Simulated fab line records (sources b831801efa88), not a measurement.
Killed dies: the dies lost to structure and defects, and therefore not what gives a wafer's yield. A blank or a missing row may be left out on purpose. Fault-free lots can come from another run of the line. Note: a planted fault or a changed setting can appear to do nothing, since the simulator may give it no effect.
Commonality check across tools || flow sfqLine || 48 wafers sampled across 14 lots

== REASON IT WAS OPENED ==
2 of 14 lots carry a flag on the reading M7_NB_RS at SFQ_M7_RS_MEAS_943. Wafers without a fault read 0.891 ohm/sq, standard deviation 0.012.
Rule: flag the lot when none of its wafers has a number, or when each of its wafers that has one lies beyond 4 standard deviations from that mean. All remaining lots are regarded as sound.

{"lot": "L535", "measured": "day 67 09:47", "on": "filmMetro-03", "M7_NB_RS (ohm/sq), wafer by wafer": "0.886 0.892 0.878", "flag": ""}
{"lot": "L536", "measured": "day 71 04:51", "on": "filmMetro-01", "M7_NB_RS (ohm/sq), wafer by wafer": "0.896 0.882 0.884", "flag": ""}
{"lot": "L537", "measured": "day 71 06:04", "on": "filmMetro-03", "M7_NB_RS (ohm/sq), wafer by wafer": "0.891 0.897 0.887", "flag": ""}
{"lot": "L538", "measured": "day 73 04:50", "on": "filmMetro-03", "M7_NB_RS (ohm/sq), wafer by wafer": "0.907 0.898 0.887", "flag": ""}
{"lot": "L540", "measured": "day 73 16:52", "on": "filmMetro-03", "M7_NB_RS (ohm/sq), wafer by wafer": "0.886 0.890 0.881", "flag": ""}
{"lot": "L541", "measured": "day 73 20:26", "on": "filmMetro-01", "M7_NB_RS (ohm/sq), wafer by wafer": "0.889 0.873 0.872", "flag": ""}
{"lot": "L542", "measured": "day 73 21:40", "on": "filmMetro-03", "M7_NB_RS (ohm/sq), wafer by wafer": "0.901 0.904 0.909", "flag": ""}
{"lot": "L543", "measured": "day 73 22:51", "on": "filmMetro-03", "M7_NB_RS (ohm/sq), wafer by wafer": "0.894 0.893 0.892", "flag": ""}
{"lot": "L548", "measured": "day 74 14:28", "on": "filmMetro-03", "M7_NB_RS (ohm/sq), wafer by wafer": "0.906 0.911 0.908", "flag": ""}
{"lot": "L551", "measured": "day 75 02:05", "on": "filmMetro-01", "M7_NB_RS (ohm/sq), wafer by wafer": "0.775 0.773 0.774 0.772 0.772 0.774", "flag": "FLAGGED"}
{"lot": "L553", "measured": "day 75 06:38", "on": "filmMetro-03", "M7_NB_RS (ohm/sq), wafer by wafer": "0.775 0.762 0.773 0.773 0.762 0.774", "flag": "FLAGGED"}
{"lot": "L554", "measured": "day 75 08:28", "on": "filmMetro-03", "M7_NB_RS (ohm/sq), wafer by wafer": "0.880 0.898 0.891", "flag": ""}
{"lot": "L555", "measured": "day 75 10:16", "on": "filmMetro-01", "M7_NB_RS (ohm/sq), wafer by wafer": "0.889 0.886 0.884", "flag": ""}
{"lot": "L556", "measured": "day 75 10:50", "on": "filmMetro-01", "M7_NB_RS (ohm/sq), wafer by wafer": "0.878 0.881 0.876", "flag": ""}
The numbers of the flagged lots are 0.772 ohm/sq on average: -0.119 ohm/sq against the usual, or -10 standard deviations.

== WHICH TOOL EACH LOT WENT THROUGH ==
The record keeps 1 process step preceding the reading, out of 325 steps on the route. Each cell gives the tool, then ch followed by the chambers the sampled wafers passed through, then the start.
{"lot": "L535", "flag": "", "SFQ_TRILAYER_M7_DEP_SPUTTER_175": "pvdSputter-03, day 67 09:42"}
{"lot": "L536", "flag": "", "SFQ_TRILAYER_M7_DEP_SPUTTER_175": "pvdSputter-05, day 71 04:46"}
{"lot": "L537", "flag": "", "SFQ_TRILAYER_M7_DEP_SPUTTER_175": "pvdSputter-03, day 71 05:58"}
{"lot": "L538", "flag": "", "SFQ_TRILAYER_M7_DEP_SPUTTER_175": "pvdSputter-04, day 73 04:45"}
{"lot": "L540", "flag": "", "SFQ_TRILAYER_M7_DEP_SPUTTER_175": "pvdSputter-04, day 73 16:45"}
{"lot": "L541", "flag": "", "SFQ_TRILAYER_M7_DEP_SPUTTER_175": "pvdSputter-04, day 73 20:21"}
{"lot": "L542", "flag": "", "SFQ_TRILAYER_M7_DEP_SPUTTER_175": "pvdSputter-05, day 73 21:33"}
{"lot": "L543", "flag": "", "SFQ_TRILAYER_M7_DEP_SPUTTER_175": "pvdSputter-04, day 73 22:46"}
{"lot": "L548", "flag": "", "SFQ_TRILAYER_M7_DEP_SPUTTER_175": "pvdSputter-05, day 74 14:21"}
{"lot": "L551", "flag": "FLAGGED", "SFQ_TRILAYER_M7_DEP_SPUTTER_175": "pvdSputter-05, day 75 01:59"}
{"lot": "L553", "flag": "FLAGGED", "SFQ_TRILAYER_M7_DEP_SPUTTER_175": "pvdSputter-05, day 75 06:33"}
{"lot": "L554", "flag": "", "SFQ_TRILAYER_M7_DEP_SPUTTER_175": "pvdSputter-03, day 75 08:21"}
{"lot": "L555", "flag": "", "SFQ_TRILAYER_M7_DEP_SPUTTER_175": "pvdSputter-03, day 75 10:09"}
{"lot": "L556", "flag": "", "SFQ_TRILAYER_M7_DEP_SPUTTER_175": "pvdSputter-04, day 75 10:45"}
What is done by these steps:
- SFQ_TRILAYER_M7_DEP_SPUTTER_175: material Nb, target thk 200 nm, time 133.3 s.
- SFQ_M7_RS_MEAS_943: measures by four-point-probe.

== FLAGGED OVER TOTAL, TOOL BY TOOL (the gauges that took the reading come last) ==
{"step": "SFQ_TRILAYER_M7_DEP_SPUTTER_175", "tool": "pvdSputter-03", "lots run": 4, "flagged": 0, "share of the flagged lots": "none", "sound lots run after its first flagged lot": "-"}
{"step": "SFQ_TRILAYER_M7_DEP_SPUTTER_175", "tool": "pvdSputter-04", "lots run": 5, "flagged": 0, "share of the flagged lots": "none", "sound lots run after its first flagged lot": "-"}
{"step": "SFQ_TRILAYER_M7_DEP_SPUTTER_175", "tool": "pvdSputter-05", "lots run": 5, "flagged": 2, "share of the flagged lots": "all", "sound lots run after its first flagged lot": 0}
{"step": "SFQ_M7_RS_MEAS_943", "tool": "filmMetro-01", "lots run": 5, "flagged": 1, "share of the flagged lots": "some", "sound lots run after its first flagged lot": "2 (L555,L556)"}
{"step": "SFQ_M7_RS_MEAS_943", "tool": "filmMetro-03", "lots run": 9, "flagged": 1, "share of the flagged lots": "some", "sound lots run after its first flagged lot": "1 (L554)"}

== WHAT THE TABLE ALLOWS ==
Rows of the table that ran each flagged lot: 1, that is pvdSputter-05 at SFQ_TRILAYER_M7_DEP_SPUTTER_175.
- pvdSputter-05 at SFQ_TRILAYER_M7_DEP_SPUTTER_175 ran 5 lots, 2 of them flagged. Last sound lot L548 at day 74 14:21, first flagged lot L551 at day 75 01:59; a fault beginning in between fits. Its own readings (cathodeDcPowerW) fall more than 4 standard deviations out on all wafers of the flagged lots.
Left over: one tool, pvdSputter-05 at SFQ_TRILAYER_M7_DEP_SPUTTER_175.

== WHAT THE SIMULATOR PUT IN ==
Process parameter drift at SFQ_TRILAYER_M7_DEP_SPUTTER_175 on pvdSputter-05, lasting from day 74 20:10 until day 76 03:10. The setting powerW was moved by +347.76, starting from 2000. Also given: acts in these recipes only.
Lots struck among those shown: L551, L553. The rule given above showed the same thing.
